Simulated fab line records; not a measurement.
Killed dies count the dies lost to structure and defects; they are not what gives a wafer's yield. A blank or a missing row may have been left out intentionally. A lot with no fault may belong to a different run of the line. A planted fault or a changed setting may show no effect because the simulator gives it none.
Comparing a struck lot with a sound one || flow sky130 || 14 steps out of a route of 708
Sound: these wafers, L108.1, L108.4, L108.5. The struck wafers were L117.1, L117.2, L117.6. Last of all comes the cause.
Per side, at each step with rows, come the tool, then ch with its chambers, and then its first start. Under that, the readings that differ: sound wafers || struck wafers || difference of the means || sigmas: that difference in standard deviations of wafers without a fault.
alike: words and numbers the same on both sides, and readings whose means are apart by under 2 such deviations; not compared: readings that were withheld, readings missing a value for some wafer, numbers with overlapping values and no deviation given by the record, and bounds like >300 which may hide the same value.
The two part at a step that has a row with sigmas, a row that says differs or no value, or rows on one side only. Numbers that have no deviation but don't overlap get no sigmas and don't part them. A reading missing from all wafers of one side parts the sides only when that side holds two or more wafers.

SKY_SONOS_TUNNEL_TW_MEAS_12:
  sound on filmMetro-04 at day 11 18:13; struck on filmMetro-04 at day 15 03:15
  alike: SONOS_TUNNEL_TW
then, 2 steps without rows for these wafers: SKY_SONOS_TUNNEL_CLEAN_13 (cleans in dHF, time 20 s); SKY_SONOS_ONO_OXIDATION_00 (stabilise 600 s, purge 300 s, target thk 2.6 nm).
SKY_SONOS_ONO_THK_MEAS_01:
  sound on filmMetro-03 at day 11 21:26; struck on filmMetro-04 at day 15 04:41
  alike: SONOS_ONO_OXIDATION_THK
then, 1 step without rows for these wafers: SKY_SONOS_ONO_CVD_02 (deposits Si3N4 from DCS/NH3, target thk 10.5 nm, time 180 s).
SKY_SONOS_ONO_THK_MEAS_03:
  sound on filmMetro-03 at day 11 22:33; struck on filmMetro-04 at day 15 05:47
  alike: SONOS_ONO_CVD_02_THK
then, 1 step without rows for these wafers: SKY_SONOS_ONO_CVD_04 (deposits SiO2 from SiH4/N2O, target thk 5.7199 nm).
SKY_SONOS_ONO_THK_MEAS_05:
  sound on filmMetro-01 at day 12 00:34; struck on filmMetro-03 at day 15 07:06
  alike: SONOS_ONO_CVD_04_THK
then, 4 steps without rows for these wafers: SKY_SONOS_ONO_DEHYDRATE_06 (time 60 s); SKY_SONOS_ONO_HMDS_07 (prime time 60 s); SKY_SONOS_ONO_COAT_08 (resist thk 1140 nm); SKY_SONOS_ONO_SOFTBAKE_09 (time 60 s).
SKY_SONOS_ONO_EXPOSE_10: exposes mask ONOM, target cd 410 nm.
  struck on ilineStepper-02, day 15 20:36; sound on ilineStepper-02 ch 0, day 12 13:18
  no value came back on the struck wafers for exposureDoseMJCm2, focusOffsetNm (nm); on the sound wafers exposureDoseMJCm2 reads 149.78 149.95 149.93
  alike: mask
following that, these wafers have no rows for 1 step: SKY_SONOS_ONO_PEB_11.

== WHERE THEY PART ==
Within this record, at SKY_SONOS_ONO_EXPOSE_10 only.

WHY: the cause the simulator had injected
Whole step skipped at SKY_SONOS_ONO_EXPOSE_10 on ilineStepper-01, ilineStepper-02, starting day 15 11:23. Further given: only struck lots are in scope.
